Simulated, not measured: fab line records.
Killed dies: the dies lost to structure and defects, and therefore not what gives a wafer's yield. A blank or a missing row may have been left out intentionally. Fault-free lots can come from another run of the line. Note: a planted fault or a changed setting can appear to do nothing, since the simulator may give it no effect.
Comparing a struck lot with a sound one | flow sky130 | 17 out of 708 route steps
Sound: these wafers, L378.2, L378.3, L378.4. Struck: wafers L380.2, L380.3, L380.4. At the end, the cause is stated.
Each step with rows lists, per side, the tool, then ch with its chambers, then its first start. Under that, the readings that differ: sound wafers | struck wafers | difference of the means | sigmas: that difference in standard deviations of wafers without a fault.
alike: readings with means less than 2 such deviations apart, plus words and numbers identical on both sides. not compared: withheld readings, readings lacking a value on some wafer, bounds such as >300 that could conceal the same value, and numbers that have no deviation in the record and whose values overlap.
The two part at a step that has a row with sigmas, a row that says differs or no value, or rows on one side only. When numbers do not overlap yet have no deviation, they are printed without sigmas and do not part them. A reading missing from all wafers of one side parts the sides only when that side holds two or more wafers.

SKY_VT_ADJUST_LVTN_OVL_MEAS_07:
  sound on overlay-02 at day 7 08:58; struck on overlay-02 at day 7 18:49
  alike: VT_ADJUST_LVTN_OVL
after that, 1 step had no rows for these wafers: SKY_VT_ADJUST_LVTN_IMPLANT_08.
SKY_VT_ADJUST_LVTN_STRIP_09: strips in O2/N2.
  sound on plasma_asher-04 ch 0,1, day 7 09:08; struck on plasma_asher-01 ch 0,1, day 7 18:59
  alike: drypump_motor_current_A, oes_product_au, strip_time_to_endpoint_s
  not compared: rf_hours_counter_h
SKY_VT_ADJUST_LVTN_TW_MEAS_10:
  sound on film_metro-04 at day 7 09:15; struck on film_metro-01 at day 7 19:06
  alike: VT_ADJUST_LVTN_TW
then, 7 steps without rows for these wafers: SKY_VT_ADJUST_LVTN_DEHYDRATE_11 (time 60 s); SKY_VT_ADJUST_LVTN_HMDS_12 (prime time 60 s); SKY_VT_ADJUST_LVTN_COAT_13 (resist thk 1140 nm); SKY_VT_ADJUST_LVTN_SOFTBAKE_14 (time 60 s); SKY_VT_ADJUST_LVTN_EXPOSE_15 (exposes mask HVN STD DERIVED, target cd 600 nm); SKY_VT_ADJUST_LVTN_PEB_16; SKY_VT_ADJUST_LVTN_DEVELOP_17 (develop time 60 s).
SKY_VT_ADJUST_LVTN_OVL_MEAS_18:
  sound on overlay-01 at day 8 04:55; struck on overlay-01 at day 8 16:16
  reading                    | sound       | struck         | difference | sigmas
  VT_ADJUST_LVTN_01_OVL (nm) | 1.5 2.3 1.8 | -0.9 -3.2 -2.4 | -4.0       | -3
SKY_VT_ADJUST_LVTN_IMPLANT_19:
  sound on implanter-01 ch 0, day 8 04:58; struck on implanter-01 ch 0, day 8 16:38
SKY_VT_ADJUST_LVTN_STRIP_20: strips in O2/N2.
  sound on plasma_asher-03 ch 0,1, day 8 05:05; struck on plasma_asher-04 ch 0,1, day 8 16:46
  alike: drypump_motor_current_A, oes_product_au, strip_time_to_endpoint_s
  not compared: rf_hours_counter_h
SKY_VT_ADJUST_LVTN_TW_MEAS_21:
  sound on film_metro-04 at day 8 05:12; struck on film_metro-01 at day 8 16:52
  reading             | sound             | struck            | difference | sigmas
  VT_ADJUST_LVTN_2_TW | 189.7 190.4 190.1 | 224.4 224.1 223.9 | +34.1      | +12
then, 1 step without rows for these wafers: SKY_VT_ADJUST_NCORE_DEHYDRATE_00 (time 60 s).
-- record jumps: 38 days separate the struck wafers' starts on either side; left off in module VT_ADJUST_NCORE, taken up again in module PAD_OPEN, whose first shown step is the route's number 708 --
SKY_PAD_OPEN_PROBE_99:
  sound on prober-01 at day 46 03:17; struck on prober-01 at day 46 09:40
  reading                                    | sound             | struck            | difference | sigmas
  model.etest.res_pwell_under_gate.rs_ohm_sq | 2255 2246 2251    | 2178 2178 2171    | -75        |
  model.etest.tip_n_5v.rs_ohm_sq             | 1358 1349 1344    | 1428 1430 1429    | +79        |
  model.etest.nfet_g5v0d10v5.r_on_ohm_um     | 1888 1893 1907    | 1922 1930 1913    | +26        |
  model.etest.nfet_g5v0d10v5.drive_ua_um     | 612 603.2 601.2   | 581 585.5 588.7   | -20        |
  model.etest.nfet_16v.drive_ua_um           | 223.8 223.8 221.7 | 213.3 213.5 214.9 | -9.2       |
  model.etest.pfet_16v.drive_ua_um           | 236.1 240.6 235.9 | 254.7 258 257.8   | +19.3      |
  model.etest.ring_5v.delay_ps               | 44.32 44.77 44.86 | 45.86 46.04 45.41 | +1.12      |
  alike: killed_at_M0_to_M3, killed_at_M4_up, killed_at_contacts, killed_at_front_end, killed_at_other, killed_dies, killed_open, killed_short
  not compared: model.etest.nfet_16v.r_on_ohm_um

WHERE THEY PART
Last at SKY_VT_ADJUST_LVTN_TW_MEAS_21 as far as this record goes, first at SKY_VT_ADJUST_LVTN_OVL_MEAS_18. Later steps at which nothing parts them and some readings are alike: SKY_PAD_OPEN_PROBE_99.

WHY: what had been put in by the simulator
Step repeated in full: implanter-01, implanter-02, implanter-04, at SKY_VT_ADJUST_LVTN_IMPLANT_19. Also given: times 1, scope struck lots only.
